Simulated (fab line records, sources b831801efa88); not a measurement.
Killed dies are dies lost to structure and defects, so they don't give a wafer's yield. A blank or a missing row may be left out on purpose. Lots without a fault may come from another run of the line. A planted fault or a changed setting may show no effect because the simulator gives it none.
A struck lot beside a sound one | flow gf180mcu | 15 steps out of a route of 602
Sound: wafers L800.1, L800.2, L800.3. Struck: wafers L808.4, L808.5. (L808.1 of the same lot was not struck and is left out.) The cause comes at the end.
At each step with rows: each side's tool, then ch and its chambers, then its first start. Under that, the readings that differ: sound wafers | struck wafers | difference of the means | sigmas: that difference in standard deviations of wafers without a fault.
alike: readings whose means differ by less than 2 such deviations, and words and numbers that are the same on both sides. not compared: withheld readings, readings that some wafer has no value for, bounds like >300 that may hide the same value, and numbers for which the record gives no deviation and whose values overlap.
The two part at a step that has a row with sigmas, a row that says differs or no value, or rows on one side only. Numbers that don't overlap but have no deviation are shown without sigmas and don't part them. A reading that every wafer of one side lacks parts them only if that side has two wafers or more.

first, 2 steps without rows for these wafers: GF_DUAL_GATE_CLEAN_01 (cleans in dHF, time 20 s); GF_DUAL_GATE_OXIDATION_02 (stabilise 600 s, purge 300 s, target thk 10.887 nm).
GF_DUAL_GATE_THK_MEAS_03:
  sound on film_metro-01, day 8 15:09; struck on film_metro-01, day 10 21:58
  alike: DUAL_GATE_OXIDATION_00_THK
then, 7 steps without rows for these wafers: GF_DUAL_GATE_DEHYDRATE_04 (time 60 s); GF_DUAL_GATE_HMDS_05 (prime time 60 s); GF_DUAL_GATE_COAT_06 (resist thk 1000 nm); GF_DUAL_GATE_SOFTBAKE_07 (time 60 s); GF_DUAL_GATE_EXPOSE_08 (exposes mask Dualgate, target cd 700 nm); GF_DUAL_GATE_PEB_09; GF_DUAL_GATE_DEVELOP_10 (develop time 60 s).
GF_DUAL_GATE_OVL_MEAS_11:
  sound on overlay-02, day 9 07:53; struck on overlay-01, day 11 16:26
  alike: DUAL_GATE_OVL
then, 1 step without rows for these wafers: GF_DUAL_GATE_WET_ETCH_12 (etches SiO2 in dHF, target depth 13 nm, time 260 s).
GF_DUAL_GATE_STRIP_13: strips in O2/N2.
  sound on plasma_asher-03 ch 0,1, day 9 08:01; struck on plasma_asher-01 ch 1, day 11 16:34
  reading                      | sound             | struck      | difference | sigmas
  oes_product_au (a.u.)        | 0.718 0.716 0.714 | 0.700 0.703 | -0.014     | -3
  strip_time_to_endpoint_s (s) | 12.60 12.60 12.60 | 12.98 12.98 | +0.38      | +12
  alike: drypump_motor_current_A, heater_power_w
  not compared: rf_hours_counter_h
then, 2 steps without rows for these wafers: GF_DUAL_GATE_CLEAN_14 (cleans in SC1/SC2, time 150 s); GF_PASSIVATION_PROBE_99.

WHERE THEY PART
Only at GF_DUAL_GATE_STRIP_13, within this record.

WHY: what the simulator had put in
Process parameter drift: plasma_asher-01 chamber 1, from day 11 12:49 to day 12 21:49, at GF_DUAL_GATE_STRIP_13. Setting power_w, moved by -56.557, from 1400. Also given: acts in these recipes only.
